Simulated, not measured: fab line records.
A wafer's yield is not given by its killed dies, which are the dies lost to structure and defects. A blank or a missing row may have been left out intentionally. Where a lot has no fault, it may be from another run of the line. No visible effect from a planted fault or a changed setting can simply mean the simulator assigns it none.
fab line records | flow sky130
record lots=6 | wafers=18 | last-day=49
route steps=708 shown VT_ADJUST_LVTN@116 VT_ADJUST_NCORE@119 PAD_OPEN@708
lots untouched by any fault: they come from a run of this same line in which no faults occurred
start-h: start of the lot's first displayed wafer, in hours after the record's first day | wait-h: time in hours since the lot's previous step | " same as the row above | L1.1+2: one row covering several wafers at once | - no value present, or no start provided | * or withheld: withheld | < > ~ a bound
route shown NAME@n: names a module that has steps shown in the file, with the first one's number in the route | usual: mean/standard deviation taken from wafers without a fault | same: alike in all rows | chamber/n: place in a boat | sites: each site's reading | _std_site: how widely they spread, as a standard deviation | _edge_site: inner sites' mean taken away from outer sites' mean | radius-mm: how far each site lies from the wafer's centre | mask NAME#n: copy n | behind: the last tool/chamber to shape the wafer | hold: why the lot went on hold/how many hours it stayed there/how the hold came to an end | device: whichever transistor did not switch (one of n, p or np) | end of line: at the end of the route, the tests of the same wafers | where a step has no rows: the recipe by itself | killed: at the first sort, the dies lost to defects and structure; wafer yield is something else | map: a wafer's dies, marking killed ones x, the rest . and places with no die _
set.NAME: the setting the step ran with; set.NAME@STEP: the setting that earlier step ran with | model.NAME: the simulator's own value behind a step, which no gauge read
lots seen at some steps along the route; tables by step, rows by wafer
services: the hour from which a tool's chamber was out of use, counted from the record's first day as start-h (under 0 if before that day), plus the number of hours and why
## steps
# step SKY_VT_ADJUST_LVTN_IMPLANT_19
# recipe species=B | energy-kev=30 | dose-cm2=6.5e+11 | tilt-deg=withheld
# step SKY_VT_ADJUST_LVTN_STRIP_20
# recipe chemistry=O2/N2 | power-w=1400 | pressure-mtorr=1500 | platen-temp-c=withheld | o2-flow-sccm=3000 | n2-flow-sccm=300 | overash-fraction=0.5
# usual drypump-motor-current-A=5.9/0.48 | n2-flow-sccm=299.9/0.88 | oes-product-au=0.715/0.0048 | strip-time-to-endpoint-s=14.19/0.043
lot.wafer | tool            | chamber | start-h | wait-h | drypump-motor-current-A | n2-flow-sccm | oes-product-au | rf-hours-counter-h | strip-time-to-endpoint-s
L957.1    | plasma-asher-03 | 1       | 230.84  | 0.1    | 5.3                     | 301.2        | 0.716          | 57                 | 14.11
L957.2    | "               | 0       | "       | "      | 5.6                     | 299.6        | 0.722          | 57                 | 14.10
L957.5    | "               | 1       | "       | "      | 5.3                     | 301.2        | 0.719          | -                  | 14.14
L958.2    | plasma-asher-03 | 1       | 248.07  | 0.1    | 5.3                     | 299.7        | 0.714          | 59                 | 14.20
L958.3    | "               | 0       | "       | "      | 5.6                     | 299.4        | 0.723          | -                  | 14.21
L958.5    | "               | 1       | "       | "      | 5.3                     | 299.5        | 0.716          | -                  | 14.20
L960.2    | plasma-asher-03 | 0       | 259.44  | 0.1    | 5.6                     | 299.4        | 0.707          | 60                 | 14.24
L960.3    | "               | 1       | "       | "      | 5.3                     | 300.3        | 0.714          | -                  | 14.20
L960.4    | "               | 0       | "       | "      | 5.6                     | 299.6        | 0.714          | -                  | 14.22
L961.3    | plasma-asher-01 | 1       | 265.38  | 0.1    | 5.8                     | 298.5        | 0.717          | -                  | 14.22
L961.5    | "               | 0       | "       | "      | 6.7                     | 301.3        | 0.719          | -                  | 14.18
L961.6    | "               | 1       | "       | "      | 5.8                     | 299.0        | 0.714          | -                  | 14.16
L962.1    | plasma-asher-04 | 0       | 274.42  | 0.1    | 5.7                     | 299.7        | 0.716          | 54                 | 14.19
L962.4    | "               | 1       | "       | "      | 6.1                     | 299.0        | 0.724          | -                  | 14.17
L962.6    | "               | 0       | "       | "      | 5.7                     | 300.2        | 0.722          | -                  | 14.15
L963.1    | plasma-asher-01 | 0       | 276.82  | 0.1    | 6.7                     | 300.1        | 0.715          | 17                 | 14.22
L963.4    | "               | 1       | "       | "      | 5.8                     | 299.1        | 0.722          | -                  | 14.22
L963.5    | "               | 0       | "       | "      | 6.7                     | 301.1        | 0.714          | -                  | 14.23
# step SKY_VT_ADJUST_LVTN_TW_MEAS_21
# usual VT_ADJUST_LVTN_2_TW=187.5/1.1
lot.wafer | tool          | chamber | start-h | wait-h | VT_ADJUST_LVTN_2_TW
L957.1    | film-metro-02 | -       | 230.94  | 0.1    | 188.9
L957.2    | "             | -       | "       | "      | 189.3
L957.5    | "             | -       | "       | "      | 189.3
L958.2    | film-metro-02 | -       | 248.18  | 0.1    | 187.5
L958.3    | "             | -       | "       | "      | 188.5
L958.5    | "             | -       | "       | "      | 188.7
L960.2    | film-metro-04 | -       | 259.55  | 0.1    | 186.3
L960.3    | "             | -       | "       | "      | 187.7
L960.4    | "             | -       | "       | "      | 186.6
L961.3    | film-metro-02 | -       | 265.46  | 0.1    | 189.1
L961.5    | "             | -       | "       | "      | 188.7
L961.6    | "             | -       | "       | "      | 188.6
L962.1    | film-metro-01 | -       | 274.52  | 0.1    | 186.0
L962.4    | "             | -       | "       | "      | 187.2
L962.6    | "             | -       | "       | "      | 187.0
L963.1    | film-metro-02 | -       | 276.92  | 0.1    | 189.2
L963.4    | "             | -       | "       | "      | 188.2
L963.5    | "             | -       | "       | "      | 188.7
# step SKY_VT_ADJUST_NCORE_DEHYDRATE_00
# recipe temp-c=200 | time-s=60
# step SKY_VT_ADJUST_NCORE_HMDS_01
# recipe prime-time-s=60 | prime-temp-c=120
# step SKY_VT_ADJUST_NCORE_COAT_02
# recipe resist=NOVOLAK | spin-rpm=3000 | resist-thk-nm=1140
# step SKY_VT_ADJUST_NCORE_SOFTBAKE_03
# recipe temp-c=90 | time-s=60 | resist=NOVOLAK
# step SKY_VT_ADJUST_NCORE_EXPOSE_04
# recipe mask-id=LVTN_COMPLEMENT_THIN | na=0.6 | source-shape=conventional | sigma-outer=0.6 | polarization=unpolarized | target-cd-nm=380 | dose-mj=139
# step SKY_VT_ADJUST_NCORE_PEB_05
# recipe temp-c=withheld | time-s=* | resist=NOVOLAK
# step SKY_VT_ADJUST_NCORE_DEVELOP_06
# recipe resist=NOVOLAK | developer=TMAH | develop-time-s=60 | dev-temp-c=23
# step SKY_VT_ADJUST_NCORE_CD_MEAS_07
# recipe target-cd-nm=380
# usual cd-nm=379.7/2.5
lot.wafer | tool      | chamber | start-h | wait-h | cd-nm
L957.1    | cd-sem-01 | -       | 253.66  | 0.1    | 377.6
L957.2    | "         | -       | "       | "      | 378.0
L957.5    | "         | -       | "       | "      | 379.0
L958.2    | cd-sem-01 | -       | 271.73  | 0.1    | 380.9
L958.3    | "         | -       | "       | "      | 378.9
L958.5    | "         | -       | "       | "      | 378.4
L960.2    | cd-sem-01 | -       | 283.93  | 0.1    | 376.6
L960.3    | "         | -       | "       | "      | 377.2
L960.4    | "         | -       | "       | "      | 374.6
L961.3    | cd-sem-01 | -       | 289.75  | 0.1    | 377.4
L961.5    | "         | -       | "       | "      | 375.6
L961.6    | "         | -       | "       | "      | 376.4
L962.1    | cd-sem-02 | -       | 299.36  | 0.1    | 376.6
L962.4    | "         | -       | "       | "      | 377.4
L962.6    | "         | -       | "       | "      | 377.4
L963.1    | cd-sem-02 | -       | 302.46  | 0.1    | 384.3
L963.4    | "         | -       | "       | "      | 381.7
L963.5    | "         | -       | "       | "      | 381.8
# step SKY_VT_ADJUST_NCORE_OVL_MEAS_08
# usual VT_ADJUST_NCORE_OVL=0.0/1.2
lot.wafer | tool       | chamber | start-h | wait-h | VT_ADJUST_NCORE_OVL[nm]
L957.1    | overlay-01 | -       | 253.78  | 0.1    | 2.7
L957.2    | "          | -       | "       | "      | 1.7
L957.5    | "          | -       | "       | "      | -0.9
L958.2    | overlay-01 | -       | 271.83  | 0.1    | -1.0
L958.3    | "          | -       | "       | "      | -2.1
L958.5    | "          | -       | "       | "      | -0.8
L960.2    | overlay-02 | -       | 284.03  | 0.1    | 0.3
L960.3    | "          | -       | "       | "      | -0.9
L960.4    | "          | -       | "       | "      | -2.0
L961.3    | overlay-01 | -       | 289.84  | 0.1    | -0.9
L961.5    | "          | -       | "       | "      | -0.2
L961.6    | "          | -       | "       | "      | -1.2
L962.1    | overlay-02 | -       | 299.48  | 0.1    | 0.7
L962.4    | "          | -       | "       | "      | -0.8
L962.6    | "          | -       | "       | "      | -1.4
L963.1    | overlay-01 | -       | 302.58  | 0.1    | -0.3
L963.4    | "          | -       | "       | "      | -1.0
L963.5    | "          | -       | "       | "      | 1.4
# step SKY_VT_ADJUST_NCORE_IMPLANT_09
# recipe species=B | energy-kev=10 | dose-cm2=2.4e+12 | tilt-deg=withheld
# usual beam-energy-keV=10.000/0.0033
# same implant-ion-amu=11
lot.wafer | tool         | chamber | start-h | wait-h | beam-energy-keV | model.implant.rp-nm | model.implant.drp-nm
L957.1    | implanter-04 | 0       | 253.81  | 0.0    | 9.997           | 31.66               | 17.11
L957.2    | "            | 0       | "       | "      | 9.995           | 31.66               | 17.11
L957.5    | "            | 0       | "       | "      | 9.997           | 31.66               | 17.11
L958.2    | implanter-02 | 0       | 271.89  | 0.0    | 9.998           | 32.58               | 17.11
L958.3    | "            | 0       | "       | "      | 10.000          | 32.58               | 17.11
L958.5    | "            | 0       | "       | "      | 9.997           | 32.58               | 17.11
L960.2    | implanter-02 | 0       | 284.09  | 0.0    | 7.127           | 24.92               | 13.5
L960.3    | "            | 0       | "       | "      | 7.127           | 24.92               | 13.5
L960.4    | "            | 0       | "       | "      | 7.132           | 24.92               | 13.5
L961.3    | implanter-04 | 0       | 289.91  | 0.1    | 9.998           | 34.48               | 17.11
L961.5    | "            | 0       | "       | "      | 9.998           | 34.48               | 17.11
L961.6    | "            | 0       | "       | "      | 10.001          | 34.48               | 17.11
L962.1    | implanter-04 | 0       | 299.51  | 0.0    | 10.003          | 32.79               | 17.11
L962.4    | "            | 0       | "       | "      | 9.999           | 32.79               | 17.11
L962.6    | "            | 0       | "       | "      | 10.002          | 32.79               | 17.11
L963.1    | implanter-02 | 0       | 302.61  | 0.0    | 7.131           | 25.31               | 13.5
L963.4    | "            | 0       | "       | "      | 7.127           | 25.31               | 13.5
L963.5    | "            | 0       | "       | "      | 7.129           | 25.31               | 13.5
# step SKY_VT_ADJUST_NCORE_STRIP_10
# recipe chemistry=O2/N2 | power-w=1400 | pressure-mtorr=1500 | platen-temp-c=withheld | o2-flow-sccm=3000 | n2-flow-sccm=300 | overash-fraction=0.5
# usual drypump-motor-current-A=5.8/0.54 | n2-flow-sccm=299.9/0.91 | oes-product-au=0.715/0.0043 | strip-time-to-endpoint-s=14.19/0.044
lot.wafer | tool            | chamber | start-h | wait-h | drypump-motor-current-A | n2-flow-sccm | oes-product-au | rf-hours-counter-h | strip-time-to-endpoint-s
L957.1    | plasma-asher-02 | 0       | 253.96  | 0.1    | 5.3                     | 300.5        | 0.717          | 44                 | 14.25
L957.2    | "               | 1       | "       | "      | 5.1                     | 301.3        | 0.712          | 44                 | 14.22
L957.5    | "               | 1       | "       | "      | 5.1                     | 301.0        | 0.719          | -                  | 14.20
L958.2    | plasma-asher-04 | 1       | 272.01  | 0.1    | 6.1                     | 299.3        | 0.717          | 53                 | 14.16
L958.3    | "               | 1       | "       | "      | 6.1                     | 301.3        | 0.712          | -                  | 14.20
L958.5    | "               | 0       | "       | "      | 5.7                     | 300.2        | 0.716          | -                  | 14.23
L960.2    | plasma-asher-04 | 1       | 284.21  | 0.1    | 6.1                     | 301.0        | 0.722          | 55                 | 14.24
L960.3    | "               | 1       | "       | "      | 6.1                     | 299.4        | 0.715          | -                  | 14.23
L960.4    | "               | 0       | "       | "      | 5.7                     | 300.6        | 0.720          | -                  | 14.28
L961.3    | plasma-asher-01 | 1       | 290.05  | 0.1    | 5.8                     | 301.6        | 0.714          | -                  | 14.16
L961.5    | "               | 0       | "       | "      | 6.7                     | 299.2        | 0.717          | -                  | 14.17
L961.6    | "               | 1       | "       | "      | 5.8                     | 299.6        | 0.713          | -                  | 14.20
L962.1    | plasma-asher-01 | 1       | 299.66  | 0.1    | 5.8                     | 299.2        | 0.718          | 19                 | 14.16
L962.4    | "               | 1       | "       | "      | 5.8                     | 298.3        | 0.717          | -                  | 14.16
L962.6    | "               | 1       | "       | "      | 5.8                     | 299.5        | 0.716          | -                  | 14.17
L963.1    | plasma-asher-01 | 0       | 302.76  | 0.1    | 6.8                     | 302.4        | 0.717          | 19                 | 14.17
L963.4    | "               | 1       | "       | "      | 5.8                     | 299.6        | 0.714          | -                  | 14.17
L963.5    | "               | 1       | "       | "      | 5.8                     | 298.9        | 0.709          | -                  | 14.16
# step SKY_VT_ADJUST_NCORE_TW_MEAS_11
# usual VT_ADJUST_NCORE_TW=218.6/1.6
lot.wafer | tool          | chamber | start-h | wait-h | hold                     | VT_ADJUST_NCORE_TW
L957.1    | film-metro-01 | -       | 254.06  | 0.1    | -                        | 216.6
L957.2    | "             | -       | "       | "      | -                        | 215.6
L957.5    | "             | -       | "       | "      | -                        | 216.5
L958.2    | film-metro-01 | -       | 272.12  | 0.1    | -                        | 218.0
L958.3    | "             | -       | "       | "      | -                        | 216.6
L958.5    | "             | -       | "       | "      | -                        | 218.3
L960.2    | film-metro-02 | -       | 284.32  | 0.1    | await-dispo/0.2h/release | 204.4
L960.3    | "             | -       | "       | "      | await-dispo/0.2h/release | 203.7
L960.4    | "             | -       | "       | "      | await-dispo/0.2h/release | 204.1
L960.2    | film-metro-02 | -       | 284.55  | 0.2    | -                        | 203.8
L960.3    | "             | -       | "       | "      | -                        | 203.8
L960.4    | "             | -       | "       | "      | -                        | 203.9
L961.3    | film-metro-01 | -       | 290.13  | 0.1    | -                        | 217.9
L961.5    | "             | -       | "       | "      | -                        | 217.8
L961.6    | "             | -       | "       | "      | -                        | 218.3
L962.1    | film-metro-02 | -       | 299.76  | 0.1    | -                        | 220.1
L962.4    | "             | -       | "       | "      | -                        | 221.2
L962.6    | "             | -       | "       | "      | -                        | 221.0
L963.1    | film-metro-01 | -       | 302.86  | 0.1    | await-dispo/0.2h/release | 202.5
L963.4    | "             | -       | "       | "      | await-dispo/0.2h/release | 202.6
L963.5    | "             | -       | "       | "      | await-dispo/0.2h/release | 202.8
L963.1    | film-metro-01 | -       | 303.15  | 0.3    | -                        | 202.6
L963.4    | "             | -       | "       | "      | -                        | 201.8
L963.5    | "             | -       | "       | "      | -                        | 202.0
# step SKY_PAD_OPEN_PROBE_99
# usual killed_at_M0_to_M3=44/7.2 | killed_at_M4_up=2.9/1.8 | killed-at-contacts=24/5.6 | killed-at-front-end=15/4.2 | killed-at-other=0.4/0.71 | killed-dies=86/9.2 | killed-on-rim=16/3.6 | killed-open=47/7.2 | killed-short=39/5.7
# same gross-dies=492 | killed-at-back-side=0
lot.wafer | tool      | chamber | start-h | wait-h | killed_at_M0_to_M3 | killed_at_M4_up | killed-at-contacts | killed-at-front-end | killed-at-other | killed-dies | killed-on-rim | killed-open | killed-short | model.etest.nfet_16v.r-on-ohm-um | model.etest.pfet-g5v0d10v5.r-on-ohm-um | model.etest.res-pwell-under-gate.rs-ohm-sq | model.etest.pfet_16v.drive-ua-um | model.etest.pfet-g5v0d10v5.off-log10-a-um | model.etest.pfet-g5v0d10v5.vt-sat-v | model.etest.pfet_16v.vt-v | model.etest.pfet-g5v0d10v5.vt-v
L957.1    | prober-02 | -       | 1143.07 | 0.1    | 41                 | 2               | 28                 | 24                  | 0               | 95          | 24            | 55          | 40           | 1.426e+04                        | 4784                                   | 2288                                       | 241.6                            | -12.63                                    | -0.6482                             | -1.095                    | -0.8492
L957.2    | prober-02 | -       | 1143.12 | 0.1    | 54                 | 4               | 20                 | 14                  | 0               | 92          | 18            | 47          | 45           | 1.434e+04                        | 4756                                   | 2289                                       | 245.7                            | -12.44                                    | -0.632                              | -1.093                    | -0.8399
L957.5    | prober-02 | -       | 1143.27 | 0.2    | 29                 | 5               | 20                 | 14                  | 0               | 68          | 17            | 39          | 28           | 1.423e+04                        | 4763                                   | 2283                                       | 247.6                            | -12.4                                     | -0.5957                             | -1.093                    | -0.8019
L958.2    | prober-02 | -       | 1155.27 | 0.1    | 47                 | 2               | 27                 | 20                  | 0               | 96          | 19            | 53          | 40           | 1.402e+04                        | 4822                                   | 2293                                       | 242.2                            | -12.98                                    | -0.6821                             | -1.116                    | -0.8647
L958.3    | prober-02 | -       | 1155.32 | 0.2    | 46                 | 4               | 21                 | 17                  | 0               | 88          | 21            | 51          | 37           | 1.414e+04                        | 4842                                   | 2288                                       | 239.6                            | -12.88                                    | -0.6583                             | -1.103                    | -0.8431
L958.5    | prober-02 | -       | 1155.42 | 0.2    | 38                 | 3               | 17                 | 16                  | 1               | 75          | 13            | 41          | 33           | 1.405e+04                        | 4838                                   | 2294                                       | 241.2                            | -12.89                                    | -0.6632                             | -1.117                    | -0.8459
L960.2    | prober-02 | -       | 1163.58 | 0.1    | 43                 | 2               | 32                 | 17                  | 0               | 94          | 24            | 51          | 42           | 1.349e+04                        | 4832                                   | 2328                                       | 230.8                            | -13.47                                    | -0.738                              | -1.178                    | -0.8969
L960.3    | prober-02 | -       | 1163.63 | 0.2    | 44                 | 4               | 26                 | 15                  | 0               | 89          | 23            | 54          | 35           | 1.356e+04                        | 4894                                   | 2330                                       | 230.7                            | -13.51                                    | -0.7561                             | -1.185                    | -0.9152
L960.4    | prober-02 | -       | 1163.68 | 0.2    | 39                 | 3               | 26                 | 16                  | 0               | 84          | 16            | 46          | 37           | 1.355e+04                        | 4898                                   | 2324                                       | 233.7                            | -13.47                                    | -0.7601                             | -1.183                    | -0.9227
L961.3    | prober-01 | -       | 1166.97 | 0.2    | 41                 | 4               | 19                 | 15                  | 0               | 79          | 12            | 41          | 38           | 1.444e+04                        | 4753                                   | 2284                                       | 244.7                            | -12.33                                    | -0.6364                             | -1.122                    | -0.8529
L961.5    | prober-01 | -       | 1167.07 | 0.2    | 54                 | 3               | 20                 | 12                  | 0               | 89          | 14            | 53          | 36           | 1.424e+04                        | 4763                                   | 2279                                       | 244.6                            | -12.71                                    | -0.6675                             | -1.127                    | -0.8786
L961.6    | prober-01 | -       | 1167.12 | 0.2    | 46                 | 2               | 16                 | 17                  | 0               | 81          | 13            | 38          | 43           | 1.418e+04                        | 4733                                   | 2256                                       | 246.2                            | -12.63                                    | -0.6605                             | -1.123                    | -0.8682
L962.1    | prober-02 | -       | 1172.83 | 0.1    | 48                 | 0               | 20                 | 11                  | 1               | 80          | 10            | 41          | 39           | 1.364e+04                        | 4698                                   | 2308                                       | 244.4                            | -12.69                                    | -0.6386                             | -1.113                    | -0.8332
L962.4    | prober-02 | -       | 1172.98 | 0.2    | 50                 | 4               | 20                 | 8                   | 0               | 82          | 15            | 44          | 38           | 1.38e+04                         | 4711                                   | 2301                                       | 245.2                            | -12.69                                    | -0.6551                             | -1.107                    | -0.8464
L962.6    | prober-02 | -       | 1173.08 | 0.2    | 49                 | 3               | 24                 | 19                  | 0               | 95          | 16            | 47          | 48           | 1.391e+04                        | 4729                                   | 2295                                       | 242.8                            | -12.5                                     | -0.6238                             | -1.109                    | -0.8219
L963.1    | prober-01 | -       | 1174.28 | 0.1    | 37                 | 3               | 18                 | 18                  | 0               | 76          | 13            | 43          | 33           | 1.329e+04                        | 4801                                   | 2322                                       | 236.4                            | -13.43                                    | -0.7396                             | -1.18                     | -0.8999
L963.4    | prober-01 | -       | 1174.43 | 0.2    | 41                 | 4               | 17                 | 11                  | 0               | 73          | 14            | 49          | 24           | 1.334e+04                        | 4848                                   | 2312                                       | 235.9                            | -13.53                                    | -0.7591                             | -1.179                    | -0.9175
L963.5    | prober-01 | -       | 1174.48 | 0.2    | 38                 | 2               | 26                 | 7                   | 0               | 73          | 16            | 36          | 37           | 1.328e+04                        | 4835                                   | 2328                                       | 235.7                            | -13.43                                    | -0.7385                             | -1.181                    | -0.897
# killed by level:class
L957.1 CONTACT:geometric-particle:open=11 FIELD_ISO:geometric-particle:open=10 VIA1:geometric-particle:open=10 FIELD_ISO:geometric-particle:short=6 LI_CONTACT:geometric-particle:short=6 VIA2:geometric-particle:open=6 LI_CONTACT:geometric-particle:open=5 CONTACT:geometric-particle:short=5
L957.2 VIA2:geometric-particle:open=11 VIA1:geometric-particle:open=11 FIELD_ISO:geometric-particle:short=7 VIA1:geometric-particle:short=7 LI_CONTACT:geometric-particle:open=7 METAL1:geometric-particle:short=7 LOCAL_INTERCONNECT:geometric-particle:short=5 VIA3:geometric-particle:open=5
L957.5 CONTACT:geometric-particle:open=6 LI_CONTACT:geometric-particle:open=5 VIA1:geometric-particle:short=5 POLY_GATE:geometric-particle:open=4 LI_CONTACT:geometric-particle:short=4 VIA2:geometric-particle:open=4 METAL1:geometric-particle:open=4 VIA1:geometric-particle:open=4
L958.2 VIA1:geometric-particle:open=13 LI_CONTACT:geometric-particle:open=8 VIA1:geometric-particle:short=8 METAL1:geometric-particle:short=7 CONTACT:geometric-particle:open=7 FIELD_ISO:geometric-particle:open=5 LOCAL_INTERCONNECT:geometric-particle:short=5 METAL2:geometric-particle:short=5
L958.3 CONTACT:geometric-particle:open=9 VIA3:geometric-particle:open=9 METAL1:geometric-particle:short=7 VIA1:geometric-particle:short=7 VIA1:geometric-particle:open=7 VIA3:geometric-particle:short=5 POLY_GATE:geometric-particle:open=5 CONTACT:geometric-particle:short=5
L958.5 VIA1:geometric-particle:open=9 VIA3:geometric-particle:open=9 LOCAL_INTERCONNECT:geometric-particle:short=6 METAL1:geometric-particle:short=5 VIA2:geometric-particle:open=5 FIELD_ISO:geometric-particle:open=4 LI_CONTACT:geometric-particle:open=4 FIELD_ISO:geometric-particle:short=3
L960.2 LI_CONTACT:geometric-particle:open=10 CONTACT:geometric-particle:open=9 FIELD_ISO:geometric-particle:open=8 CONTACT:geometric-particle:short=8 VIA1:geometric-particle:open=8 VIA1:geometric-particle:short=7 VIA3:geometric-particle:open=7 FIELD_ISO:geometric-particle:short=4
L960.3 CONTACT:geometric-particle:open=11 LI_CONTACT:geometric-particle:open=10 VIA1:geometric-particle:open=10 VIA3:geometric-particle:open=9 POLY_GATE:geometric-particle:short=5 VIA1:geometric-particle:short=5 METAL1:geometric-particle:short=4 VIA3:geometric-particle:short=3
L960.4 VIA1:geometric-particle:open=13 LI_CONTACT:geometric-particle:open=10 CONTACT:geometric-particle:open=10 FIELD_ISO:geometric-particle:short=6 VIA1:geometric-particle:short=5 FIELD_ISO:geometric-particle:open=4 CONTACT:geometric-particle:short=4 METAL2:geometric-particle:short=4
L961.3 VIA2:geometric-particle:open=8 VIA1:geometric-particle:open=6 CONTACT:geometric-particle:open=6 FIELD_ISO:geometric-particle:open=5 VIA3:geometric-particle:open=5 LOCAL_INTERCONNECT:geometric-particle:short=5 METAL2:geometric-particle:short=5 POLY_GATE:geometric-particle:short=4
L961.5 VIA1:geometric-particle:open=14 VIA1:geometric-particle:short=9 VIA2:geometric-particle:open=8 LI_CONTACT:geometric-particle:open=8 METAL2:geometric-particle:short=7 POLY_GATE:geometric-particle:open=5 CONTACT:geometric-particle:open=5 METAL1:geometric-particle:short=4
L961.6 VIA1:geometric-particle:open=10 VIA1:geometric-particle:short=10 METAL2:geometric-particle:short=6 LOCAL_INTERCONNECT:geometric-particle:short=5 CONTACT:geometric-particle:open=5 METAL3:geometric-particle:short=5 FIELD_ISO:geometric-particle:short=4 POLY_GATE:geometric-particle:short=4
L962.1 VIA1:geometric-particle:open=10 METAL1:geometric-particle:short=9 VIA1:geometric-particle:short=9 CONTACT:geometric-particle:open=7 LI_CONTACT:geometric-particle:open=6 VIA2:geometric-particle:open=6 LI_CONTACT:geometric-particle:short=4 FIELD_ISO:geometric-particle:short=3
L962.4 VIA1:geometric-particle:open=16 VIA2:geometric-particle:open=8 CONTACT:geometric-particle:open=6 CONTACT:geometric-particle:short=5 FIELD_ISO:geometric-particle:short=4 LI_CONTACT:geometric-particle:open=4 VIA1:geometric-particle:short=4 METAL2:geometric-particle:short=4
L962.6 VIA1:geometric-particle:open=18 FIELD_ISO:geometric-particle:open=8 METAL2:geometric-particle:short=8 CONTACT:geometric-particle:open=8 CONTACT:geometric-particle:short=6 LI_CONTACT:geometric-particle:short=4 METAL1:geometric-particle:short=4 VIA1:geometric-particle:short=4
L963.1 VIA1:geometric-particle:open=8 CONTACT:geometric-particle:open=7 VIA3:geometric-particle:open=7 FIELD_ISO:geometric-particle:open=6 FIELD_ISO:geometric-particle:short=6 VIA1:geometric-particle:short=6 LI_CONTACT:geometric-particle:open=5 POLY_GATE:geometric-particle:short=4
L963.4 VIA1:geometric-particle:open=14 CONTACT:geometric-particle:open=10 VIA3:geometric-particle:open=9 FIELD_ISO:geometric-particle:open=3 METAL1:geometric-particle:short=3 VIA1:geometric-particle:short=3 METAL2:geometric-particle:short=3 VIA2:geometric-particle:open=3
L963.5 VIA1:geometric-particle:open=8 CONTACT:geometric-particle:open=7 METAL2:geometric-particle:short=7 VIA3:geometric-particle:open=7 CONTACT:geometric-particle:short=6 LI_CONTACT:geometric-particle:open=5 LOCAL_INTERCONNECT:geometric-particle:short=5 LI_CONTACT:geometric-particle:short=3
## services
tool            | chamber | start-h | hours | kind
plasma-asher-03 | -       | 264.34  | 5.6   | repair
plasma-asher-02 | -       | 285.37  | 3.1   | repair
plasma-asher-04 | -       | 287.35  | 3.8   | repair
plasma-asher-02 | -       | 297.92  | 4.2   | repair
## key
first-sign step=SKY_VT_ADJUST_NCORE_IMPLANT_09 | reading=beam-energy-keV | direction=down | sigmas=99+ | usual=* | struck=*
effect step=SKY_VT_ADJUST_NCORE_TW_MEAS_11 | reading=visit | direction=added
effect step=SKY_VT_ADJUST_NCORE_TW_MEAS_11 | reading=VT_ADJUST_NCORE_TW | direction=down | sigmas=9.5 | usual=218.6 | struck=203.3
model-effect step=SKY_VT_ADJUST_NCORE_IMPLANT_09 | value=implant.rp-nm | without=33.15 | struck=25.11
model-effect step=SKY_PAD_OPEN_PROBE_99 | value=etest.nfet_16v.r-on-ohm-um | without=1.379e+04 | struck=1.342e+04
met-at SKY_VT_ADJUST_NCORE_IMPLANT_09
struck-wafers L960.2,L960.3,L960.4,L963.1,L963.4,L963.5
tester-left-out L960,L963
onset-between 271.89 284.09
fault kind=process-parameter-drift | tool=implanter-02 | chamber=- | onset-h=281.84 | steps=SKY_VT_ADJUST_NCORE_IMPLANT_09 | channel=energy-kev | offset=* | shape=step | end-h=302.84 | acts-in=* | stated=*
# tester-left-out: of these lots the tester's yield and bins aren't shown, on N5 and GAA mostly nor the transistor test; their killed dies are dies lost to structure and defects alone, not to doping, threshold or leakage, so they don't give the yield
